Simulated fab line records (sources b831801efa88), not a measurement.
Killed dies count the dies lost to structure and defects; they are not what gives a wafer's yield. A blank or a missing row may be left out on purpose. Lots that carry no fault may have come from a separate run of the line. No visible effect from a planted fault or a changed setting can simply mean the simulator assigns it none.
A struck lot beside a sound one || flow sky130 || 44 steps out of a route of 708
Sound: the wafers L551.1, L551.3, L551.6. Wafers struck: L569.1, L569.2, L569.6. The cause is given at the end.
At each step with rows: each side's tool, then ch and its chambers, then its first start. Under that, the readings that differ: sound wafers || struck wafers || difference of the means || sigmas: that difference in standard deviations of wafers without a fault.
alike: readings whose means differ by less than 2 such deviations, and words and numbers that are the same on both sides. not compared: withheld readings, readings that some wafer has no value for, bounds like >300 that may hide the same value, and numbers for which the record gives no deviation and whose values overlap.
The two part at a step that has a row with sigmas, a row that says differs or no value, or rows on one side only. Numbers that have no deviation but don't overlap get no sigmas and don't part them. Lack of a reading on every wafer of one side parts them only where that side has two or more wafers.

first, 4 steps without rows for these wafers: SKY_LDD_LDN_SOFTBAKE_03 (time 60 s); SKY_LDD_LDN_EXPOSE_04 (exposes mask LDNTM, target cd 700 nm); SKY_LDD_LDN_PEB_05; SKY_LDD_LDN_DEVELOP_06 (develop time 60 s).
SKY_LDD_LDN_OVL_MEAS_07:
  sound: overlay-02 at day 22 12:43; struck: overlay-02 at day 29 23:36
  alike: LDD_LDN_OVL
then, 4 steps without rows for these wafers: SKY_LDD_LDN_IMPLANT_08; SKY_LDD_LDN_IMPLANT_09; SKY_LDD_LDN_IMPLANT_10; SKY_LDD_LDN_IMPLANT_11.
SKY_LDD_LDN_STRIP_12: strips in O2/N2.
  sound on plasma-asher-03 ch 0,1, day 22 13:20; struck on plasma-asher-01 ch 0,1, day 30 00:14
  alike: drypump-motor-current-A, oes-product-au, strip-time-to-endpoint-s
  not compared: rf-hours-counter-h
SKY_LDD_LDN_TW_MEAS_13:
  sound: film-metro-04 at day 22 13:26; struck: film-metro-02 at day 30 00:20
  alike: LDD_LDN_TW
then, 1 step without rows for these wafers: SKY_LDD_LDN_CLEAN_14 (cleans in SC1/SC2, time 150 s).
SKY_SPACER_CVD_00: deposits Si3N4 from DCS/NH3, target thk 43.1 nm, time 740 s.
  sound on lpcvd-02 ch 0, day 22 15:53; struck on lpcvd-02 ch 1, day 30 00:27
{"reading": "spike-tc-lower-C (C)", "sound": "770.4 769.9 769.6", "struck": "768.1 764.0 766.1", "difference": -3.9, "sigmas": -4}
{"reading": "spike-tc-upper-C (C)", "sound": "771.1 772.4 773.1", "struck": "765.8 765.4 765.2", "difference": -6.7, "sigmas": -5}
{"reading": "susceptor-temp-C (C)", "sound": "770.2 770.4 770.3", "struck": "766.1 766.3 766.2", "difference": -4.1, "sigmas": -12}
{"reading": "model.Si3N4_of_SPACER_CVD_00.thk-nm (nm)", "sound": "43.65 43.96 43.41", "struck": "39.94 39.99 39.94", "difference": -3.72, "sigmas": ""}
SKY_SPACER_THK_MEAS_01:
  sound: film-metro-01 at day 22 17:41; struck: film-metro-04 at day 30 01:53
{"reading": "SPACER_CVD_00_THK (nm)", "sound": "43.6 43.9 43.4", "struck": "39.9 40.0 39.9", "difference": -3.7, "sigmas": -9}
  not compared: hold
SKY_SPACER_ETCHBACK_02: etches Si3N4 in CH3F/O2, stops on SiO2, time 46.7 s, target depth 45 nm.
  sound on rie-diel-02 ch 0,1, day 22 17:45; struck on rie-diel-01 ch 0,1, day 30 04:34
{"reading": "hold", "sound": "- - -", "struck": "await-dispo/2.6h/release await-dispo/2.6h/release await-dispo/2.6h/release", "difference": "no value on the sound wafers", "sigmas": ""}
{"reading": "drypump-motor-current-A (A)", "sound": "5.2 5.6 5.7", "struck": "5.9 6.7 6.6", "difference": "+0.9", "sigmas": "+2"}
{"reading": "oes-product-au (a.u.)", "sound": "0.863 0.861 0.853", "struck": "0.817 0.819 0.818", "difference": -0.041, "sigmas": -6}
{"reading": "model.etch.depth-nm (nm)", "sound": "43.65 43.96 43.41", "struck": "39.94 39.99 39.94", "difference": -3.72, "sigmas": ""}
  alike: throttle-valve-pct
  not compared: rf-hours-counter-h
then, 8 steps without rows for these wafers: SKY_POLY_CUT_DEHYDRATE_00 (time 60 s); SKY_POLY_CUT_HMDS_01 (prime time 60 s); SKY_POLY_CUT_COAT_02 (resist thk 60 nm); SKY_POLY_CUT_COAT_03 (resist thk 450 nm); SKY_POLY_CUT_SOFTBAKE_04 (time 90 s); SKY_POLY_CUT_EXPOSE_05 (exposes mask NPCM, target cd 270 nm); SKY_POLY_CUT_PEB_06; SKY_POLY_CUT_DEVELOP_07 (develop time 60 s).
SKY_POLY_CUT_CD_MEAS_08: the cd target is 270 nm.
  sound: cd-sem-02 at day 24 00:12; struck: cd-sem-02 at day 31 05:42
  alike: cd-nm
SKY_POLY_CUT_OVL_MEAS_09:
  sound: overlay-01 at day 24 00:19; struck: overlay-01 at day 31 05:49
  alike: POLY_CUT_OVL
SKY_POLY_CUT_ETCH_10: etches BARC in N2/H2, stops on SiO2, time 45.9 s, target depth 60 nm.
  sound on rie-diel-03 ch 0,3, day 24 00:22; struck on rie-diel-04 ch 0,1,2, day 31 05:52
  alike: drypump-motor-current-A, oes-product-au, throttle-valve-pct
  not compared: rf-hours-counter-h
SKY_POLY_CUT_ETCH_11: etches Si3N4 in CF4/CH2F2/Ar, stops on poly-Si, time 42.5 s, target depth 60 nm.
  sound on rie-diel-03 ch 0,3, day 24 00:24; struck on rie-diel-04 ch 0,1,2, day 31 05:54
  alike: drypump-motor-current-A, oes-product-au, throttle-valve-pct
  not compared: rf-hours-counter-h
SKY_POLY_CUT_STRIP_12: strips in O2/N2.
  sound on plasma-asher-01 ch 0,1, day 24 00:26; struck on plasma-asher-02 ch 0,1, day 31 05:56
  alike: drypump-motor-current-A, oes-product-au, strip-time-to-endpoint-s
  not compared: rf-hours-counter-h
then, 7 steps without rows for these wafers: SKY_SD_P_DEHYDRATE_00 (time 60 s); SKY_SD_P_HMDS_01 (prime time 60 s); SKY_SD_P_COAT_02 (resist thk 1140 nm); SKY_SD_P_SOFTBAKE_03 (time 60 s); SKY_SD_P_EXPOSE_04 (exposes mask PSDM, target cd 380 nm); SKY_SD_P_PEB_05; SKY_SD_P_DEVELOP_06 (develop time 60 s).
SKY_SD_P_CD_MEAS_07: the cd target is 380 nm.
  sound: cd-sem-02 at day 25 05:54; struck: cd-sem-01 at day 32 08:51
  alike: cd-nm
SKY_SD_P_OVL_MEAS_08:
  sound: overlay-02 at day 25 06:01; struck: overlay-02 at day 32 08:58
  alike: SD_P_OVL
following that, these wafers have no rows for 1 step: SKY_SD_P_IMPLANT_09.
SKY_SD_P_STRIP_10: strips in O2/N2.
  sound on plasma-asher-03 ch 1, day 25 06:13; struck on plasma-asher-02 ch 0,1, day 32 09:10
  alike: drypump-motor-current-A, oes-product-au, strip-time-to-endpoint-s
  not compared: rf-hours-counter-h
SKY_SD_P_TW_MEAS_11:
  sound: film-metro-04 at day 25 06:19; struck: film-metro-01 at day 32 09:16
{"reading": "SD_P_TW", "sound": "2809 2818 2808", "struck": "2851 2842 2840", "difference": "+33", "sigmas": "+2"}
then, 2 steps without rows for these wafers: SKY_RES_XHIGH_DEHYDRATE_00 (time 60 s); SKY_RES_XHIGH_HMDS_01 (prime time 60 s).
-- the record jumps here: 2 days lie between the struck wafers' starts before and after (it left off in module RES_XHIGH and takes up again in module SALICIDE, whose first step shown is number 361 of the route) --
SKY_SALICIDE_CLEAN_00: cleans in HF-last, time 30 s.
  sound on wet-bench-04 ch 0, day 27 17:25; struck on wet-bench-01 ch 0, day 34 16:07
{"reading": "model.Si3N4_of_SPACER_CVD_00.thk-nm (nm)", "sound": "42.68 42.99 42.43", "struck": "38.97 39.02 38.98", "difference": -3.71, "sigmas": ""}
-- the record jumps here: 16 days lie between the struck wafers' starts before and after (it left off in module SALICIDE and takes up again in module PAD_OPEN, whose first step shown is number 708 of the route) --
SKY_PAD_OPEN_PROBE_99:
  sound: prober-01 at day 45 22:15; struck: prober-01 at day 50 09:18
  alike: killed_at_M0_to_M3, killed_at_M4_up, killed-at-contacts, killed-at-front-end, killed-at-other, killed-dies, killed-open, killed-short
  not compared: model.etest.sonos-uncharged.r-on-ohm-um

== WHERE THEY PART ==
Earliest at SKY_SPACER_CVD_00; latest, in this record, at SKY_SD_P_TW_MEAS_11. Later steps at which nothing parts them and some readings are alike: SKY_PAD_OPEN_PROBE_99.

WHY: whatever the simulator had introduced
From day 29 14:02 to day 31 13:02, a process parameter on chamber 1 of lpcvd-02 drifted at SKY_SPACER_CVD_00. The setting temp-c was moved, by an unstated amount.
